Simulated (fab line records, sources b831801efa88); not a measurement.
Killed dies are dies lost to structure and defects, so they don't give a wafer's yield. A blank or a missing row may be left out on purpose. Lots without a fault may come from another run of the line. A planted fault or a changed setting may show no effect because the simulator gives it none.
A struck lot beside a sound one | flow gf180mcu | 14 steps out of a route of 602
Sound: wafers L310.2, L310.3, L310.5. Struck: wafers L322.1, L322.4, L322.5. The cause comes at the end.
At each step with rows: each side's tool, then ch and its chambers, then its first start. Under that, the readings that differ: sound wafers | struck wafers | difference of the means | sigmas: that difference in standard deviations of wafers without a fault.
alike: readings whose means differ by less than 2 such deviations, and words and numbers that are the same on both sides. not compared: withheld readings, readings that some wafer has no value for, bounds like >300 that may hide the same value, and numbers for which the record gives no deviation and whose values overlap.
The two part at a step that has a row with sigmas, a row that says differs or no value, or rows on one side only. Numbers that don't overlap but have no deviation are shown without sigmas and don't part them. A reading that every wafer of one side lacks parts them only if that side has two wafers or more.

GF_V4_THK_MEAS_01:
  sound on film_metro-03, day 24 16:22; struck on film_metro-01, day 28 09:40
  reading            | sound       | struck      | difference | sigmas
  V4_CVD_00_THK (nm) | 608 612 600 | 590 584 589 | -19        | -2
GF_V4_CVD_02: deposits SiO2 from TEOS, target thk 850 nm, time 94.851 s.
  sound on pecvd-03 ch 0,1,2, day 24 16:25; struck on pecvd-03 ch 1,2, day 28 09:44
  alike: heater_power_w
GF_V4_THK_MEAS_03:
  sound on film_metro-04, day 24 16:30; struck on film_metro-04, day 28 09:48
  alike: V4_CVD_02_THK
GF_V4_CMP_04: polishes SiO2.
  sound on cmp-01 ch 0,1,2, day 24 16:36; struck on cmp-01 ch 0,1,2, day 28 09:52
  reading                | sound    | struck   | difference | sigmas
  time_to_endpoint_s (s) | 64 70 79 | 80 84 89 | +13        | +3
  alike: motor_current_A
GF_V4_BOW_MEAS_05:
  sound on film_metro-03, day 24 16:52; struck on film_metro-04, day 28 10:10
  alike: V4_BOW
then, 7 steps without rows for these wafers: GF_V4_DEHYDRATE_06 (time 60 s); GF_V4_HMDS_07 (prime time 60 s); GF_V4_COAT_08; GF_V4_COAT_09 (resist thk 1000 nm); GF_V4_SOFTBAKE_10 (time 60 s); GF_V4_EXPOSE_11 (exposes mask Via4, target cd 260 nm); GF_V4_PEB_12 (peb time 90 s).
GF_V4_DEVELOP_13: develop time 60 s.
  sound on litho_track-04 ch 0, day 25 14:37; struck on litho_track-04, day 29 06:23
  no value came back on the struck wafers for chill_plate_temp_C (C), develop_time_s (s); on the sound wafers chill_plate_temp_C (C) reads 23.09 23.09 23.01
  reading                             | sound         | struck          | difference | sigmas
  model.KrF_of_V4_COAT_09.thk_nm (nm) | 978 982.2 983 | 999 997.9 998.2 | +17        |
GF_V4_CD_MEAS_14: target cd 260 nm.
  sound on cd_sem-01, day 25 14:45; struck on cd_sem-01, day 29 06:32
  reading    | sound             | struck | difference                    | sigmas
  cd_nm (nm) | 259.4 259.9 259.7 | - - -  | no value on the struck wafers |

WHERE THEY PART
First at GF_V4_THK_MEAS_01; last, within this record, at GF_V4_CD_MEAS_14.

WHY: what the simulator had put in
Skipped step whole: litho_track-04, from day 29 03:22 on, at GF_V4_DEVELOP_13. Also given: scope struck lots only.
